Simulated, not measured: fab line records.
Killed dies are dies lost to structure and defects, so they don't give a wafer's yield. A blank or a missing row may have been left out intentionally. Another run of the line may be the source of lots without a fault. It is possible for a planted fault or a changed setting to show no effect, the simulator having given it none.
Struck lot and sound lot, side by side | flow sfqLine | 14 steps out of a route of 325
Sound: these wafers, L380.3, L380.4, L380.6. Struck: wafer L386.5 (left out: L386.1, a lot-mate that was not struck); the cause follows at the end.
For every step that has rows: the tool of each side, followed by ch and its chambers, followed by its first start. Under that, the readings that differ: sound wafers | struck wafers | difference of the means | sigmas: that difference in standard deviations of wafers without a fault.
alike: same words and numbers on both sides, and readings whose means sit less than 2 such deviations apart. not compared: any withheld reading, any reading some wafer has no value for, any bound like >300 that may hide the same value, and any number with overlapping values for which the record gives no deviation.
A row with sigmas, a row that says differs or no value, or rows on one side alone: a step with any of these is where the two part. When numbers do not overlap yet have no deviation, they are printed without sigmas and do not part them. A reading that every wafer of one side lacks parts them only if that side has two wafers or more.

SFQ_TRILAYER_I7_VIA_ETCH_VIA_ETCH_190: etches SiO2 in CHF3, stops on Nb, target depth 260 nm.
  sound on rieDiel-02 ch 0,2,3, day 80 17:59; struck on rieDiel-02 ch 2, day 83 04:57
  alike: biasW, drypumpMotorCurrentA, oesProductAu
SFQ_TRILAYER_I7_VIA_STRIP_STRIP_191: strips in O2.
  sound on rieMetal-04 ch 0,1, day 80 18:18; struck on rieMetal-03 ch 0, day 83 05:04
  alike: drypumpMotorCurrentA, oesProductAu
  not compared: rfHoursCounterH
then, 8 steps without rows for these wafers: SFQ_TRILAYER_I7_VIA_STRIP_SOLV_CLEAN_192 (cleans in NMP, time 600 s); SFQ_TRILAYER_M8_LITHO_LOR_COAT_197; SFQ_TRILAYER_M8_LITHO_LOR_BAKE_198; SFQ_TRILAYER_M8_LITHO_COAT_193 (resist thk 600 nm); SFQ_TRILAYER_M8_LITHO_SOFTBAKE_199; SFQ_TRILAYER_M8_LITHO_EXPOSE_194 (exposes mask M8, target cd 2000 nm); SFQ_TRILAYER_M8_LITHO_PEB_196 (peb time 60 s); SFQ_TRILAYER_M8_LITHO_DEVELOP_195 (img clear 15 s, time 55 s).
SFQ_M8_OVL_MEAS_948:
  sound: overlay-02 at day 81 09:27; struck: overlay-01 at day 83 10:25
  alike: M8_OVL
then, 1 step without rows for these wafers: SFQ_TRILAYER_M8_DEP_EVAP_197 (material Ti, target thk 20 nm, time 100 s).
SFQ_TRILAYER_M8_DEP_EVAP_198: material Pt, target thk 50 nm, time 250 s.
  sound: pvdSputter-02 at day 81 09:33; struck: pvdSputter-02 at day 83 10:31
reading                                         | sound             | struck | difference | sigmas
model.Pt_of_TRILAYER_M8_DEP_EVAP_198.thkNm (nm) | 50.13 50.02 50.02 | 43.29  | -6.77      | 
then, 1 step without rows for these wafers: SFQ_TRILAYER_M8_DEP_EVAP_196 (material Au, target thk 180 nm, time 900 s).

## WHERE THEY PART
Nowhere in this record.

WHY: whatever the simulator had introduced
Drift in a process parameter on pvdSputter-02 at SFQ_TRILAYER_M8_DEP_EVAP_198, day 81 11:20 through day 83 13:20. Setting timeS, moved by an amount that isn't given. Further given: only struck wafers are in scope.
